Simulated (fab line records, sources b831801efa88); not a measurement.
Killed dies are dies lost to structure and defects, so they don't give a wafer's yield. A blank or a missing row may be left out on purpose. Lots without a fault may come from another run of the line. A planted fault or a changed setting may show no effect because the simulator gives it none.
A struck lot beside a sound one | flow sky130 | 15 steps out of a route of 708
Sound: wafers L993.1, L993.2, L993.4. Struck: wafers L998.4, L998.5, L998.6. The cause comes at the end.
At each step with rows: each side's tool, then ch and its chambers, then its first start. Under that, the readings that differ: sound wafers | struck wafers | difference of the means | sigmas: that difference in standard deviations of wafers without a fault.
alike: readings whose means differ by less than 2 such deviations, and words and numbers that are the same on both sides. not compared: withheld readings, readings that some wafer has no value for, bounds like >300 that may hide the same value, and numbers for which the record gives no deviation and whose values overlap.
The two part at a step that has a row with sigmas, a row that says differs or no value, or rows on one side only. Numbers that don't overlap but have no deviation are shown without sigmas and don't part them. A reading that every wafer of one side lacks parts them only if that side has two wafers or more.

first, 9 steps without rows for these wafers: SKY_CAP2M_CLEAN_17 (cleans in O3/DIW); SKY_METAL4_DEHYDRATE_05 (time 60 s); SKY_METAL4_HMDS_06 (prime time 60 s); SKY_METAL4_COAT_07 (resist thk 60.65 nm); SKY_METAL4_COAT_08 (resist thk 1140 nm); SKY_METAL4_SOFTBAKE_09 (time 90 s); SKY_METAL4_EXPOSE_10 (exposes mask MM4, target cd 300 nm); SKY_METAL4_PEB_11; SKY_METAL4_DEVELOP_12 (develop time 60 s).
SKY_METAL4_CD_MEAS_13: target cd 300 nm.
  sound on cd_sem-01, day 42 14:16; struck on cd_sem-02, day 43 19:27
  reading    | sound             | struck            | difference | sigmas
  cd_nm (nm) | 295.7 297.6 295.9 | 300.0 301.1 300.0 | +4.0       | +3
SKY_METAL4_OVL_MEAS_14:
  sound on overlay-01, day 42 14:23; struck on overlay-02, day 43 19:32
  alike: METAL4_OVL
SKY_METAL4_DESCUM_15: chemistry O2, time 8 s.
  sound on rie_metal-01 ch 0,1, day 42 14:25; struck on rie_metal-01 ch 0, day 43 19:35
  alike: drypump_motor_current_A, oes_product_au
  not compared: rf_hours_counter_h
SKY_METAL4_ETCH_16: etches BARC in N2/H2, stops on SiO2, time 88.2 s, target depth 60 nm.
  sound on rie_metal-01 ch 0,1, day 42 14:27; struck on rie_metal-01 ch 0, day 43 19:43
  reading               | sound             | struck            | difference | sigmas
  oes_product_au (a.u.) | 0.631 0.631 0.633 | 0.664 0.658 0.662 | +0.030     | +7
  run_length_s (s)      | 117.5 116.9 116.6 | 111.5 111.2 112.1 | -5.4       | -10
  alike: drypump_motor_current_A, throttle_valve_pct
  not compared: rf_hours_counter_h
SKY_METAL4_ETCH_17: etches SiO2 in C4F8/O2/Ar, stops on TiN, time 3.9 s, target depth 15 nm.
  sound on rie_diel-04 ch 0,3, day 42 14:33; struck on rie_diel-04 ch 0,1, day 43 19:49
  alike: oes_product_au
  not compared: rf_hours_counter_h
SKY_PAD_OPEN_PROBE_99:
  the record has rows for the sound wafers here (prober-01, day 46 13:18) and none for the struck ones

WHERE THEY PART
First at SKY_METAL4_CD_MEAS_13; last, within this record, at SKY_PAD_OPEN_PROBE_99.

WHY: what the simulator had put in
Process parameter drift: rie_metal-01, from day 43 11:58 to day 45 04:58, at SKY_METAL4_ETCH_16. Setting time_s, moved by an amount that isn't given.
